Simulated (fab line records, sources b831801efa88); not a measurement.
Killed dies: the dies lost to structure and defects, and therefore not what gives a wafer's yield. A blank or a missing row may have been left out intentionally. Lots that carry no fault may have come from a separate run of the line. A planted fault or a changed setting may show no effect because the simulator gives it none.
fab line records ; flow gf180mcu
record lots=12; wafers=36; last_day=34
route steps=602 shown STI@4 HV_LDD@228 SALICIDE@286 CONTACT@302
lots that met no fault: taken from a fault-free run of the same line
start_h: hours from the record's opening day to when the first of the lot's shown wafers began ; wait_h: how many hours have passed since the lot's step before this one ; " the same as in the row above ; L1.1+2: a row that stands for several wafers ; - no value, or no start was given ; * or withheld: withheld ; < > ~ a bound
route shown NAME@n: NAME is a module with steps in the file, n the number in the route of the first one ; usual: mean/standard deviation of fault-free wafers ; same: alike in all rows ; chamber/n: place in a boat ; sites: the reading at each site ; _std_site: standard deviation across them ; _edge_site: outer sites' mean less inner sites' ; radius_mm: how far each site lies from the wafer's centre ; mask NAME#n: copy n ; behind: the most recent tool/chamber to have shaped the wafer ; hold: reason for holding the lot/hours on hold/outcome of the hold ; device: the n, p or np transistor that did not switch ; end of line: tests run on the same wafers once the route is complete ; a step given without rows: its recipe and nothing more ; killed: dies lost to structure and defects at the first sort, not the wafer's yield ; map: a wafer's dies, x killed, . not, _ none there
set.NAME: the setting the step ran with; set.NAME@STEP: the setting that earlier step ran with ; model.NAME: the simulator's own value behind a step, which no gauge read
a sample of lots followed through the steps of the route, with each step as a table and each wafer as a row
services: from which hour (start_h, from the record's first day; less than 0 if before it) a tool's chamber was out of use, for how many hours, and why
## steps
# step GF_STI_CVD_03
# recipe material=Si3N4; precursor=DCS/NH3; target_thk_nm=207.16; temp_c=770; time_s=3551; pressure_mtorr=250
lot.wafer;tool;chamber;start_h;wait_h
L876.3+5+6;lpcvd-02;1;17.62;0.0
L877.1+4+5;lpcvd-02;1;21.57;0.1
L878.2+3+5;lpcvd-02;1;26.57;0.0
L880.2+3+5;lpcvd-02;1;36.57;0.0
L883.1+2+3;lpcvd-02;0;52.52;0.1
L885.1+2+4;lpcvd-02;0;62.76;0.1
L886.2+3+6;lpcvd-02;0;67.85;0.0
L891.1+2+3;lpcvd-02;0;91.57;0.1
L894.1+4+5;lpcvd-02;1;109.26;1.8
L896.3+5+6;lpcvd-02;0;116.58;0.0
L897.2+3+5;lpcvd-02;1;121.57;0.0
L898.1+3+5;lpcvd-01;1;128.30;0.9
# step GF_STI_THK_MEAS_04
# recipe reads=Si3N4_of_STI_CVD_03
# usual STI_CVD_03_THK=206.4/2.1
lot.wafer;tool;chamber;start_h;wait_h;STI_CVD_03_THK[nm]
L876.3;film_metro-01;-;19.62;0.0;207.2
L876.5;film_metro-01;-;19.62;0.0;208.3
L876.6;film_metro-01;-;19.62;0.0;206.8
L877.1;film_metro-01;-;23.56;0.0;206.8
L877.4;film_metro-01;-;23.56;0.0;206.7
L877.5;film_metro-01;-;23.56;0.0;207.2
L878.2;film_metro-03;-;28.57;0.0;208.1
L878.3;film_metro-03;-;28.57;0.0;208.1
L878.5;film_metro-03;-;28.57;0.0;207.5
L880.2;film_metro-01;-;38.57;0.0;207.6
L880.3;film_metro-01;-;38.57;0.0;207.6
L880.5;film_metro-01;-;38.57;0.0;208.0
L883.1;film_metro-01;-;54.51;0.0;208.5
L883.2;film_metro-01;-;54.51;0.0;209.1
L883.3;film_metro-01;-;54.51;0.0;207.5
L885.1;film_metro-01;-;64.75;0.0;205.9
L885.2;film_metro-01;-;64.75;0.0;206.7
L885.4;film_metro-01;-;64.75;0.0;205.7
L886.2;film_metro-01;-;69.84;0.0;203.4
L886.3;film_metro-01;-;69.84;0.0;202.5
L886.6;film_metro-01;-;69.84;0.0;204.9
L891.1;film_metro-02;-;93.56;0.0;208.6
L891.2;film_metro-02;-;93.56;0.0;206.7
L891.3;film_metro-02;-;93.56;0.0;207.3
L894.1;film_metro-03;-;111.25;0.0;134.2
L894.4;film_metro-03;-;111.25;0.0;135.3
L894.5;film_metro-03;-;111.25;0.0;136.2
L896.3;film_metro-02;-;118.58;0.0;139.5
L896.5;film_metro-02;-;118.58;0.0;142.3
L896.6;film_metro-02;-;118.58;0.0;140.2
L897.2;film_metro-01;-;124.56;0.0;140.3
L897.3;film_metro-01;-;124.56;0.0;138.7
L897.5;film_metro-01;-;124.56;0.0;138.7
L898.1;film_metro-03;-;130.29;0.0;204.0
L898.3;film_metro-03;-;130.29;0.0;204.8
L898.5;film_metro-03;-;130.29;0.0;203.9
# step GF_STI_ETCH_13
# recipe chemistry=CHF3/O2; stop_on=Si; over_etch_frac=0.3; target_depth_a=2823.1; source_w=600; bias_w=200; pressure_mtorr=40; chf3_flow_sccm=50; O2_flow_sccm=5; time_s=112.9
# usual chf3_flow_sccm=50.04/0.16; drypump_motor_current_A=5.7/0.59; oes_product_au=0.831/0.0066; throttle_valve_pct=8.811/0.0086
lot.wafer;tool;chamber;start_h;wait_h;chf3_flow_sccm;drypump_motor_current_A;oes_product_au;rf_hours_counter_h;throttle_valve_pct
L876.3;rie_diel-04;3;31.51;0.1;49.93;4.7;0.834;5;8.804
L876.5;rie_diel-04;3;31.51;0.1;50.08;4.7;0.831;-;8.820
L876.6;rie_diel-04;0;31.51;0.1;50.09;5.1;0.830;-;8.814
L877.1;rie_diel-03;2;35.17;0.1;50.14;6.4;0.827;134;8.823
L877.4;rie_diel-03;1;35.17;0.1;49.98;6.6;0.838;28;8.811
L877.5;rie_diel-03;2;35.17;0.1;50.15;6.4;0.828;-;8.813
L878.2;rie_diel-03;1;40.66;0.1;50.17;6.5;0.841;28;8.815
L878.3;rie_diel-03;0;40.66;0.1;49.70;5.9;0.834;122;8.803
L878.5;rie_diel-03;1;40.66;0.1;50.24;6.6;0.831;-;8.825
L880.2;rie_diel-03;3;50.36;0.1;49.94;5.9;0.839;1;8.813
L880.3;rie_diel-03;1;50.36;0.1;50.14;6.6;0.824;29;8.817
L880.5;rie_diel-03;3;50.36;0.1;49.80;5.9;0.830;-;8.802
L883.1;rie_diel-03;1;66.81;0.1;50.15;6.6;0.839;29;8.795
L883.2;rie_diel-03;2;66.81;0.1;49.96;6.4;0.840;135;8.804
L883.3;rie_diel-03;3;66.81;0.1;50.12;5.9;0.826;1;8.803
L885.1;rie_diel-03;3;77.96;0.1;49.85;5.9;0.838;1;8.804
L885.2;rie_diel-03;0;77.96;0.1;49.81;5.9;0.834;123;8.806
L885.4;rie_diel-03;1;77.96;0.1;50.15;6.5;0.835;29;8.819
L886.2;rie_diel-03;0;82.81;0.1;49.84;5.9;0.824;123;8.813
L886.3;rie_diel-03;2;82.81;0.1;50.19;6.4;0.825;136;8.811
L886.6;rie_diel-03;3;82.81;0.1;50.16;5.9;0.831;-;8.807
L891.1;rie_diel-03;2;108.06;0.1;49.74;6.3;0.842;136;8.817
L891.2;rie_diel-03;1;108.06;0.1;50.07;6.5;0.834;30;8.819
L891.3;rie_diel-03;3;108.06;0.1;49.83;5.9;0.821;2;8.803
L894.1;rie_diel-01;1;125.51;0.1;50.03;6.5;0.672;25;8.774
L894.4;rie_diel-01;0;125.51;0.1;49.80;5.5;0.673;111;8.767
L894.5;rie_diel-01;0;125.51;0.1;49.88;5.4;0.683;-;8.749
L896.3;rie_diel-01;2;133.60;0.1;49.89;5.9;0.687;12;8.751
L896.5;rie_diel-01;1;133.60;0.1;50.07;6.5;0.683;-;8.769
L896.6;rie_diel-01;0;133.60;0.1;50.14;5.4;0.687;-;8.767
L897.2;rie_diel-04;3;139.31;0.1;50.24;4.7;0.681;8;8.773
L897.3;rie_diel-04;0;139.31;0.1;50.09;5.1;0.672;119;8.750
L897.5;rie_diel-04;2;139.31;0.1;50.03;4.9;0.681;-;8.769
L898.1;rie_diel-01;2;145.30;0.1;49.86;5.8;0.822;13;8.809
L898.3;rie_diel-01;3;145.30;0.1;50.29;5.6;0.823;6;8.800
L898.5;rie_diel-01;3;145.30;0.1;50.21;5.6;0.823;-;8.816
# step GF_HV_LDD_RTA_52
# recipe temp_c=1000; time_s=10; ambient=N2
# usual lamp_power_pct=35.3/1; wafer_temp_C_max=1003.7/0.82
lot.wafer;tool;chamber;start_h;wait_h;lamp_power_pct;wafer_temp_C_max
L876.3;rtp_anneal-01;0;280.77;0.0;36.6;1004.2
L876.5;rtp_anneal-01;0;280.77;0.0;36.5;1003.8
L876.6;rtp_anneal-01;0;280.77;0.0;36.5;1004.7
L877.1;rtp_anneal-02;0;286.41;0.0;34.4;1003.4
L877.4;rtp_anneal-02;0;286.41;0.0;34.3;1002.7
L877.5;rtp_anneal-02;0;286.41;0.0;34.4;1003.6
L878.2;rtp_anneal-02;0;296.16;0.0;34.4;1002.6
L878.3;rtp_anneal-02;0;296.16;0.0;34.4;1003.5
L878.5;rtp_anneal-02;0;296.16;0.0;34.4;1003.9
L880.2;rtp_anneal-02;0;314.17;0.0;34.4;1002.3
L880.3;rtp_anneal-02;0;314.17;0.0;34.4;1003.6
L880.5;rtp_anneal-02;0;314.17;0.0;34.4;1003.5
L883.1;rtp_anneal-02;0;338.05;0.0;34.4;1003.4
L883.2;rtp_anneal-02;0;338.05;0.0;34.4;1002.4
L883.3;rtp_anneal-02;0;338.05;0.0;34.4;1002.8
L885.1;rtp_anneal-01;0;353.91;0.0;36.5;1004.2
L885.2;rtp_anneal-01;0;353.91;0.0;36.5;1004.3
L885.4;rtp_anneal-01;0;353.91;0.0;36.5;1003.8
L886.2;rtp_anneal-02;0;364.11;0.0;34.4;1003.4
L886.3;rtp_anneal-02;0;364.11;0.0;34.4;1003.6
L886.6;rtp_anneal-02;0;364.11;0.0;34.4;1003.8
L891.1;rtp_anneal-02;0;403.85;0.0;34.4;1003.0
L891.2;rtp_anneal-02;0;403.85;0.0;34.4;1003.9
L891.3;rtp_anneal-02;0;403.85;0.0;34.4;1003.3
L894.1;rtp_anneal-01;0;427.00;0.0;36.4;1003.7
L894.4;rtp_anneal-01;0;427.00;0.0;36.5;1004.6
L894.5;rtp_anneal-01;0;427.00;0.0;36.5;1003.8
L896.3;rtp_anneal-01;0;440.82;0.0;36.5;1002.7
L896.5;rtp_anneal-01;0;440.82;0.0;36.5;1003.6
L896.6;rtp_anneal-01;0;440.82;0.0;36.5;1002.8
L897.2;rtp_anneal-02;0;448.61;0.0;34.3;1002.7
L897.3;rtp_anneal-02;0;448.61;0.0;34.4;1003.8
L897.5;rtp_anneal-02;0;448.61;0.0;34.4;1003.4
L898.1;rtp_anneal-01;0;460.78;0.0;36.5;1004.9
L898.3;rtp_anneal-01;0;460.78;0.0;36.5;1004.9
L898.5;rtp_anneal-01;0;460.78;0.0;36.5;1003.7
# step GF_SALICIDE_RTA_08
# recipe temp_c=800; time_s=30; ambient=N2
# usual lamp_power_pct=18.7/0.54; wafer_temp_C_max=803.0/0.75
lot.wafer;tool;chamber;start_h;wait_h;lamp_power_pct;wafer_temp_C_max
L876.3;rtp_anneal-02;0;346.90;0.0;18.0;802.9
L876.5;rtp_anneal-02;0;346.90;0.0;18.0;801.6
L876.6;rtp_anneal-02;0;346.90;0.0;18.0;802.1
L877.1;rtp_anneal-01;0;354.14;0.0;19.1;802.6
L877.4;rtp_anneal-01;0;354.14;0.0;19.1;803.8
L877.5;rtp_anneal-01;0;354.14;0.0;19.1;802.9
L878.2;rtp_anneal-02;0;365.87;0.0;18.0;803.9
L878.3;rtp_anneal-02;0;365.87;0.0;18.0;804.1
L878.5;rtp_anneal-02;0;365.87;0.0;18.0;803.1
L880.2;rtp_anneal-01;0;383.16;0.0;19.1;802.6
L880.3;rtp_anneal-01;0;383.16;0.0;19.1;803.9
L880.5;rtp_anneal-01;0;383.16;0.0;19.1;803.9
L883.1;rtp_anneal-01;0;409.25;0.0;19.1;802.6
L883.2;rtp_anneal-01;0;409.25;0.0;19.0;802.2
L883.3;rtp_anneal-01;0;409.25;0.0;19.1;802.9
L885.1;rtp_anneal-02;0;427.12;0.0;18.0;802.4
L885.2;rtp_anneal-02;0;427.12;0.0;17.9;802.2
L885.4;rtp_anneal-02;0;427.12;0.0;18.0;802.4
L886.2;rtp_anneal-01;0;437.92;0.0;19.1;803.2
L886.3;rtp_anneal-01;0;437.92;0.0;19.1;802.6
L886.6;rtp_anneal-01;0;437.92;0.0;19.1;802.8
L891.1;rtp_anneal-01;0;482.82;0.0;19.1;803.1
L891.2;rtp_anneal-01;0;482.82;0.0;19.1;802.8
L891.3;rtp_anneal-01;0;482.82;0.0;19.1;802.9
L894.1;rtp_anneal-02;0;504.46;0.0;18.0;802.1
L894.4;rtp_anneal-02;0;504.46;0.0;18.0;802.1
L894.5;rtp_anneal-02;0;504.46;0.0;18.0;803.2
L896.3;rtp_anneal-02;0;517.44;0.0;18.0;803.0
L896.5;rtp_anneal-02;0;517.44;0.0;18.0;802.0
L896.6;rtp_anneal-02;0;517.44;0.0;18.0;803.9
L897.2;rtp_anneal-01;0;526.02;0.0;19.1;803.6
L897.3;rtp_anneal-01;0;526.02;0.0;19.1;803.2
L897.5;rtp_anneal-01;0;526.02;0.0;19.1;803.9
L898.1;rtp_anneal-02;0;537.01;0.0;18.0;802.3
L898.3;rtp_anneal-02;0;537.01;0.0;18.0;802.8
L898.5;rtp_anneal-02;0;537.01;0.0;18.0;802.6
# step GF_CONTACT_OVL_MEAS_15
# usual CONTACT_OVL=3/5.7
lot.wafer;tool;chamber;start_h;wait_h;CONTACT_OVL[nm]
L876.3;overlay-01;-;369.37;0.1;8
L876.5;overlay-01;-;369.37;0.1;7
L876.6;overlay-01;-;369.37;0.1;4
L877.1;overlay-01;-;376.75;0.1;-1
L877.4;overlay-01;-;376.75;0.1;10
L877.5;overlay-01;-;376.75;0.1;-1
L878.2;overlay-01;-;388.51;0.1;1
L878.3;overlay-01;-;388.51;0.1;-9
L878.5;overlay-01;-;388.51;0.1;-8
L880.2;overlay-02;-;407.16;0.1;-3
L880.3;overlay-02;-;407.16;0.1;0
L880.5;overlay-02;-;407.16;0.1;-2
L883.1;overlay-02;-;433.76;0.1;7
L883.2;overlay-02;-;433.76;0.1;7
L883.3;overlay-02;-;433.76;0.1;8
L885.1;overlay-02;-;452.50;0.1;-11
L885.2;overlay-02;-;452.50;0.1;-4
L885.4;overlay-02;-;452.50;0.1;-7
L886.2;overlay-02;-;463.91;0.1;1
L886.3;overlay-02;-;463.91;0.1;1
L886.6;overlay-02;-;463.91;0.1;1
L891.1;overlay-02;-;506.52;0.1;0
L891.2;overlay-02;-;506.52;0.1;3
L891.3;overlay-02;-;506.52;0.1;2
L894.1;overlay-02;-;528.70;0.1;0
L894.4;overlay-02;-;528.70;0.1;-2
L894.5;overlay-02;-;528.70;0.1;-4
L896.3;overlay-02;-;540.86;0.1;3
L896.5;overlay-02;-;540.86;0.1;6
L896.6;overlay-02;-;540.86;0.1;-1
L897.2;overlay-02;-;549.46;0.1;16
L897.3;overlay-02;-;549.46;0.1;7
L897.5;overlay-02;-;549.46;0.1;5
L898.1;overlay-01;-;560.26;0.1;1
L898.3;overlay-01;-;560.26;0.1;-4
L898.5;overlay-01;-;560.26;0.1;0
## services
tool;chamber;start_h;hours;kind
lpcvd-02;-;0.10;6.1;pm
rie_diel-04;-;19.86;1.2;repair
rie_diel-04;3;53.30;3.8;repair
rtp_anneal-01;-;66.21;5.2;pm
rie_diel-01;0;91.63;16.3;repair
rie_diel-04;1;104.33;1.2;repair
rie_diel-01;-;120.37;0.3;repair
lpcvd-02;-;164.47;3.3;repair
rie_diel-03;1;182.09;1.8;repair
rie_diel-01;1;203.72;4.0;repair
rie_diel-03;-;229.27;14.6;pm
rie_diel-03;0;246.09;4.4;repair
rie_diel-03;-;288.93;2.8;pm
rie_diel-03;1;294.35;2.9;repair
rie_diel-03;2;324.73;1.3;repair
lpcvd-02;-;367.89;14.6;pm
rtp_anneal-02;-;431.30;3.7;pm
rie_diel-03;0;436.71;12.3;repair
rie_diel-01;-;453.92;0.2;repair
lpcvd-02;-;472.85;2.8;pm
rie_diel-01;-;485.66;1.4;repair
rie_diel-03;2;515.04;1.8;repair
rie_diel-01;2;515.06;15.3;repair
rie_diel-03;2;532.14;2.0;repair
## key
first_sign step=GF_STI_THK_MEAS_04; reading=STI_CVD_03_THK; direction=down; sigmas=32; usual=206.4; struck=138.4
effect step=GF_STI_ETCH_13; reading=oes_product_au; direction=down; sigmas=23; usual=0.831; struck=0.680
met_at GF_STI_CVD_03
struck_lots L894,L896,L897
tester_left_out L894,L896,L897
not_acting_at GF_HV_LDD_RTA_52,GF_SALICIDE_RTA_08,GF_CONTACT_OVL_MEAS_15
onset_between 91.57 109.26
fault kind=process_parameter_drift; tool=lpcvd-02; chamber=-; onset_h=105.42; steps=GF_STI_CVD_03; channel=target_thk_nm; offset=-68.601; shape=step; end_h=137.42; acts_in=these_recipes_only; stated=207.16
# tester_left_out: of these lots the tester's yield and bins aren't shown, on N5 and GAA mostly nor the transistor test; their killed dies are dies lost to structure and defects alone, not to doping, threshold or leakage, so they don't give the yield
